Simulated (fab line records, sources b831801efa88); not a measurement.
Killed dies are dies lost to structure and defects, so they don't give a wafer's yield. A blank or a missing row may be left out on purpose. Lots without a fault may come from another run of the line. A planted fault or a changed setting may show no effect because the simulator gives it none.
Problem report in the 8D (eight disciplines) form, filled by code | flow gf180mcu | the parts of the form that need people (team, actions taken, sign-off) are left out

1. THE PROBLEM
developer_temp_C at GF_CONTACT_DEVELOP_13 reads a mean of 23.02 C on 6 wafers of 2 lots; wafers without a fault read 21.01 C with a standard deviation of 0.094. That is +21 standard deviations from the usual mean.
The step: develop time 60 s.
First seen on wafer L330.1, day 22 17:59, on litho_track-04. The record holds 42 wafers of 14 lots with a number at this step. Rule for "out", or "out of limits": more than 4 standard deviations from the usual mean. The other wafers with a number count as sound.

2. WHAT IT IS AND WHAT IT IS NOT
question                    | is                     | is not
which readings at this step | developer_temp_C       | chill_plate_temp_C
which lots                  | L330, L332             | L313, L314, L315, L316, L317, L318, L319, L321, L323, L324, L327, L334
which wafers of those lots  | all that have a number | -
read on which tools         | litho_track-04         | litho_track-02, litho_track-03
when                        | from day 22 17:59      | up to then (33 sound wafers); but 3 sound wafers of L334 came after

3. SUSPECTS, AND WHAT RULES EACH OUT
Counting: a tool at a process step up to the reading stays a suspect if it ran every lot that is out and no sound lot after the first of them.
- litho_track-04 at GF_CONTACT_DEVELOP_13 (develop time 60 s): kept. It ran every lot that is out, first L330 (day 22 17:59), and no sound lot after that; its last sound lot up to then is L324 (day 20 15:07). Its own readings are out on those wafers: developer_temp_C.
Left after counting: litho_track-04 at GF_CONTACT_DEVELOP_13.

4. THE CAUSE (what the simulator had put in)
Process parameter drift: litho_track-04, from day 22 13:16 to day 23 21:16, at GF_CONTACT_DEVELOP_13. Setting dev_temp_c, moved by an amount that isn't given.
Counting left only this tool.

5. THE CHAIN OF EFFECTS, in route order
Each row: a reading whose mean over the struck wafers that have a number lies more than 3 standard deviations from the usual. Only readings for which the record gives a usual standard deviation are gone through. hours: the time from each lot's start at the first step in this table that gives one to its start at this step, as a median over the lots. sigmas: the change in usual standard deviations.
hours | step                  | reading          | usual   | on struck wafers | change | sigmas
0     | GF_CONTACT_DEVELOP_13 | developer_temp_C | 21.01 C | 23.02            | +2.01  | +21
The process steps in it:
- GF_CONTACT_DEVELOP_13: develop time 60 s.
Later measuring or inspecting steps at which every struck wafer that the step has a row for has a number for every such reading, and none has moved that far: GF_CONTACT_THK_MEAS_26.

6. WHAT WOULD HAVE CAUGHT IT SOONER
In this record the first reading out of limits was taken at day 22 17:59, 5 hours after the fault began at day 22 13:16.
